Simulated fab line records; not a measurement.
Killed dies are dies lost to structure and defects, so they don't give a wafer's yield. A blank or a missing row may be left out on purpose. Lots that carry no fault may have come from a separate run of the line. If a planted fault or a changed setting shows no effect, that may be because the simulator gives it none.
Comparing a struck lot with a sound one	flow sky130	43 out of 708 route steps
Sound: the wafers L865.1, L865.2, L865.5. Wafers L878.1, L878.3, L878.5 were the ones struck. The cause is given at the end.
For every step that has rows: the tool of each side, followed by ch and its chambers, followed by its first start. Under that, the readings that differ: sound wafers	struck wafers	difference of the means	sigmas: that difference in standard deviations of wafers without a fault.
alike: readings with means less than 2 such deviations apart, plus words and numbers identical on both sides. not compared: withheld readings, readings lacking a value on some wafer, bounds such as >300 that could conceal the same value, and numbers that have no deviation in the record and whose values overlap.
Wherever a step has rows on one side only, a row that says differs or no value, or a row with sigmas, the two part there. Numbers that have no deviation but don't overlap get no sigmas and don't part them. A reading that every wafer of one side lacks parts them only if that side has two wafers or more.

first, 5 steps without rows for these wafers: SKY_FIELD_ISO_WET_ETCH_28 (etches SiO2 in dHF, target depth 23.7 nm, time 47 s); SKY_FIELD_ISO_WET_ETCH_29 (etches Si3N4 in H3PO4, target depth 160 nm, time 1825 s); SKY_FIELD_ISO_WET_ETCH_30 (etches SiO2 in dHF, target depth 25 nm, time 50 s); SKY_NWELL_CLEAN_00 (cleans in SC1/SC2, time 150 s); SKY_NWELL_OXIDATION_01 (stabilise 600 s, purge 300 s, target thk 10 nm).
SKY_NWELL_THK_MEAS_02:
  struck on film metro-01, day 5 19:05; sound on film metro-02, day 2 21:25
  alike: NWELL_OXIDATION_THK
then, 6 steps without rows for these wafers: SKY_DNWELL_DEHYDRATE_00 (time 60 s); SKY_DNWELL_HMDS_01 (prime time 60 s); SKY_DNWELL_COAT_02 (resist thk 3000 nm); SKY_DNWELL_SOFTBAKE_03; SKY_DNWELL_EXPOSE_04 (exposes mask DNM, target cd 3000 nm); SKY_DNWELL_PEB_05.
SKY_DNWELL_DEVELOP_06: develop time 60 s.
  sound on litho track-04 ch 0, day 3 12:00; struck on litho track-02 ch 0, day 6 13:00
  alike: chill plate temp C, resist line temp C
next, for these wafers, 1 step has no rows: SKY_DNWELL_IMPLANT_07.
SKY_DNWELL_STRIP_08: strips in O2/N2.
  sound on plasma asher-02 ch 0,1, day 3 13:07; struck on plasma asher-04 ch 1, day 6 13:56
  alike: drypump motor current A, oes product au, strip time to endpoint s
  not compared: rf hours counter h
SKY_DNWELL_TW_MEAS_09:
  struck on film metro-01, day 6 14:02; sound on film metro-04, day 3 13:13
  alike: DNWELL_TW
then, 7 steps without rows for these wafers: SKY_PWDE_DEHYDRATE_00 (time 60 s); SKY_PWDE_HMDS_01 (prime time 60 s); SKY_PWDE_COAT_02 (resist thk 3000 nm); SKY_PWDE_SOFTBAKE_03; SKY_PWDE_EXPOSE_04 (exposes mask PWDEM, target cd 840 nm); SKY_PWDE_PEB_05; SKY_PWDE_DEVELOP_06 (develop time 60 s).
SKY_PWDE_OVL_MEAS_07:
  struck on overlay-01, day 7 08:34; sound on overlay-02, day 4 05:19
  alike: PWDE_OVL
next, for these wafers, 1 step has no rows: SKY_PWDE_IMPLANT_08.
SKY_PWDE_STRIP_09: strips in O2/N2.
  sound on plasma asher-01 ch 0,1, day 4 05:30; struck on plasma asher-02 ch 0,1, day 7 08:44
  alike: drypump motor current A, oes product au, strip time to endpoint s
  not compared: rf hours counter h
SKY_PWDE_TW_MEAS_10:
  struck on film metro-01, day 7 08:50; sound on film metro-01, day 4 05:36
  alike: PWDE_TW
then, 7 steps without rows for these wafers: SKY_NWELL_DEHYDRATE_03 (time 60 s); SKY_NWELL_HMDS_04 (prime time 60 s); SKY_NWELL_COAT_05 (resist thk 3000 nm); SKY_NWELL_SOFTBAKE_06; SKY_NWELL_EXPOSE_07 (exposes mask NWM, target cd 840 nm); SKY_NWELL_PEB_08; SKY_NWELL_DEVELOP_09 (develop time 60 s).
SKY_NWELL_OVL_MEAS_10:
  struck on overlay-01, day 8 05:05; sound on overlay-02, day 4 22:40
  alike: NWELL_00_OVL
then, 3 steps without rows for these wafers: SKY_NWELL_IMPLANT_11; SKY_NWELL_IMPLANT_12; SKY_NWELL_IMPLANT_13.
SKY_NWELL_STRIP_14: strips in O2/N2.
  sound on plasma asher-03 ch 0,1, day 4 23:09; struck on plasma asher-04 ch 1, day 8 05:34
reading	sound	struck	difference	sigmas
drypump motor current A (A)	5.8 6.5 6.5	5.2 5.2 5.2	-1.1	-2
  alike: oes product au, strip time to endpoint s
  not compared: rf hours counter h
SKY_NWELL_TW_MEAS_15:
  struck on film metro-02, day 8 05:40; sound on film metro-04, day 4 23:15
  alike: NWELL_TW
then, 2 steps without rows for these wafers: SKY_NWELL_DEHYDRATE_16 (time 60 s); SKY_NWELL_HMDS_17 (prime time 60 s).
-- the record jumps here: 41 days lie between the struck wafers' starts before and after (it left off in module NWELL and takes up again in module PAD_OPEN, whose first step shown is number 708 of the route) --
SKY_PAD_OPEN_PROBE_99:
  the record has rows for the struck wafers here (prober-01, day 49 02:39) and none for the sound ones

== WHERE THEY PART ==
Last at SKY_PAD_OPEN_PROBE_99 as far as this record goes, first at SKY_NWELL_STRIP_14.

WHY: whatever the simulator had introduced
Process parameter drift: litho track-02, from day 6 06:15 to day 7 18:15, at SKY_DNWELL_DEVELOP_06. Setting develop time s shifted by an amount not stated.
